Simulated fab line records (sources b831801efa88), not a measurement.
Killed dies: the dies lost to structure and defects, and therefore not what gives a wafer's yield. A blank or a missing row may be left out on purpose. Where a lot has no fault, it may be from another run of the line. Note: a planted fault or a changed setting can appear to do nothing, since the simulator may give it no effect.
Which tool was responsible?    flow gf180mcu    13 lots, 39 wafers sampled, at 4 steps of a route of 602

## WHAT THE GAUGES SHOWED, per wafer
GF_STI_THK_MEAS_24. Usual: STI_CVD_23_THK gives 649 nm (standard deviation 5.9).
lot   measured     on             STI_CVD_23_THK (nm)  flag
L115  day 2 09:17  film_metro-03  643 654 646          
L116  day 2 14:33  film_metro-01  656 653 650          
L117  day 2 18:47  film_metro-01  648 647 635          
L118  day 3 02:28  film_metro-03  656 655 648          
L120  day 3 12:44  film_metro-01  646 646 645          
L121  day 3 18:42  film_metro-03  640 648 646          
L124  day 4 09:41  film_metro-03  656 652 647          
L125  day 4 13:40  film_metro-03  660 646 651          
L126  day 4 17:52  film_metro-02  659 652 652          
L128  day 5 05:10  film_metro-02  651 656 648          
L135  day 6 16:10  film_metro-02  654 639 650          
L136  day 6 21:23  film_metro-03  651 653 652          
L137  day 7 01:43  film_metro-03  652 659 652          

GF_DNWELL_TW_MEAS_09. Usual: DNWELL_TW gives 1356 (standard deviation 8.4).
lot   measured     on             DNWELL_TW       flag
L115  day 3 00:53  film_metro-02  1355 1360 1362  
L116  day 3 06:16  film_metro-03  1353 1348 1352  
L117  day 3 11:09  film_metro-03  1347 1345 1340  
L118  day 3 20:04  film_metro-02  1358 1353 1362  
L120  day 4 06:48  film_metro-04  1342 1343 1342  
L121  day 4 11:29  film_metro-02  1354 1347 1360  
L124  day 5 03:16  film_metro-02  1359 1356 1359  
L125  day 5 06:26  film_metro-03  1350 1352 1356  
L126  day 5 11:38  film_metro-03  1347 1346 1352  
L128  day 5 22:16  film_metro-02  1361 1361 1358  
L135  day 7 09:54  film_metro-02  1227 1220 1230  OFF
L136  day 7 16:25  film_metro-02  1210 1216 1220  OFF
L137  day 7 20:14  film_metro-02  1362 1365 1367  

GF_NWELL_OVL_MEAS_07. Usual: NWELL_OVL gives 0.3 nm (standard deviation 1.3).
lot   measured     on          NWELL_OVL (nm)  flag
L115  day 3 13:59  overlay-01  4.1 3.2 2.3     
L116  day 3 17:53  overlay-01  1.6 1.7 0.9     
L117  day 3 23:17  overlay-02  -1.3 1.1 0.1    
L118  day 4 08:59  overlay-01  -1.0 -1.9 0.9   
L120  day 4 20:29  overlay-02  -0.1 0.5 0.7    
L121  day 5 02:20  overlay-02  -0.4 -0.3 0.2   
L124  day 5 18:26  overlay-01  0.8 1.3 -0.7    
L125  day 5 21:08  overlay-02  -0.6 0.4 0.5    
L126  day 6 02:14  overlay-01  1.4 1.2 1.0     
L128  day 6 13:50  overlay-02  -0.3 0.8 1.0    
L135  day 8 01:41  overlay-01  -2.3 -1.6 0.4   
L136  day 8 08:53  overlay-01  -3.2 -1.8 -3.3  
L137  day 8 12:16  overlay-02  -0.4 -1.4 -0.2  

## WHAT TOOL EACH LOT RAN ON (gives the tool, then ch and the chambers of the sampled wafers, and finally the start)
lot   GF_DNWELL_IMPLANT_07
L115  implanter-01 ch 0, day 3 00:38
L116  implanter-04 ch 0, day 3 06:03
L117  implanter-04 ch 0, day 3 10:55
L118  implanter-04 ch 0, day 3 19:49
L120  implanter-01 ch 0, day 4 06:35
L121  implanter-04 ch 0, day 4 11:14
L124  implanter-04 ch 0, day 5 03:04
L125  implanter-04 ch 0, day 5 06:13
L126  implanter-01 ch 0, day 5 11:23
L128  implanter-01 ch 0, day 5 22:04
L135  implanter-01 ch 0, day 7 09:42
L136  implanter-01 ch 0, day 7 16:13
L137  implanter-04 ch 0, day 7 20:00
- GF_DNWELL_IMPLANT_07

## AS READ BY THE TOOLS THEMSELVES (means over the sampled wafers that have a number; for cases with no such wafer, the mark the record gives instead)
GF_DNWELL_IMPLANT_07. Usual: dose_ions_cm2 9.999e+12, standard deviation 9.6e+09; faraday_current_uA 56.5, standard deviation 1.2; tilt_deg 0.000 degrees, standard deviation 0.018.
lot   tool          dose_ions_cm2  faraday_current_uA  tilt_deg (degrees)  flag
L115  implanter-01  1.001e+13      56.7                -0.030              
L116  implanter-04  1.002e+13      56.4                -0.007              
L117  implanter-04  9.994e+12      55.9                0.020               
L118  implanter-04  9.990e+12      57.7                -0.008              
L120  implanter-01  1.000e+13      57.0                0.004               
L121  implanter-04  1.000e+13      57.0                0.006               
L124  implanter-04  1.001e+13      57.5                0.006               
L125  implanter-04  9.997e+12      54.5                -0.003              
L126  implanter-01  1.001e+13      56.6                0.004               
L128  implanter-01  1.000e+13      56.6                -0.009              
L135  implanter-01  7.093e+12      40.5                -0.009              OFF
L136  implanter-01  7.094e+12      39.7                0.008               OFF
L137  implanter-04  9.997e+12      56.4                -0.012              

## THE ANSWER, worked out from the rows above alone
Rule: take the mean of a lot's wafers that have a number; if it is more than 3 standard deviations from the usual mean, the lot is off. Also off: a lot with no number at a reading for which 4 or more lots have one. All remaining lots with rows at the step are treated as sound. After the gauges, taken in route order, come the tools' own readings; for these a lot's mean is taken, as printed above. The first step at which some lot is off is used, and at that step the reading that is off furthest; a lot without a number counts as furthest.
Off: L135, L136, seen at GF_DNWELL_TW_MEAS_09 (DNWELL_TW).
A tool fits if, at a process step before that reading, it ran every lot that is off, and no sound lot after the first of them. The gauges at GF_DNWELL_TW_MEAS_09 aren't tried: what is off there is off at GF_DNWELL_IMPLANT_07 too, on other tools, and a gauge's error can't cause that. One candidate fits, namely implanter-01 at GF_DNWELL_IMPLANT_07. Its last sound lot is L128 (day 5 22:04), its first lot that is off L135 (day 7 09:42): a fault that began between those two fits.
The tool's own readings at GF_DNWELL_IMPLANT_07 bear it out: on the lots that are off they differ by more than 5 times the standard deviation of the sound lots' means. dose_ions_cm2 reads 7.094e+12 there against 1.000e+13 on the sound lots; faraday_current_uA reads 40.1 there against 56.6 on the sound lots.

## WHAT THE SIMULATOR PUT IN
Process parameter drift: implanter-01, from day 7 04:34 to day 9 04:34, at GF_DNWELL_IMPLANT_07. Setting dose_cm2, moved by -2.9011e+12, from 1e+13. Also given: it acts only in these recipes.
Shown lots that were struck: L135, L136. This agrees with what the rule above found.
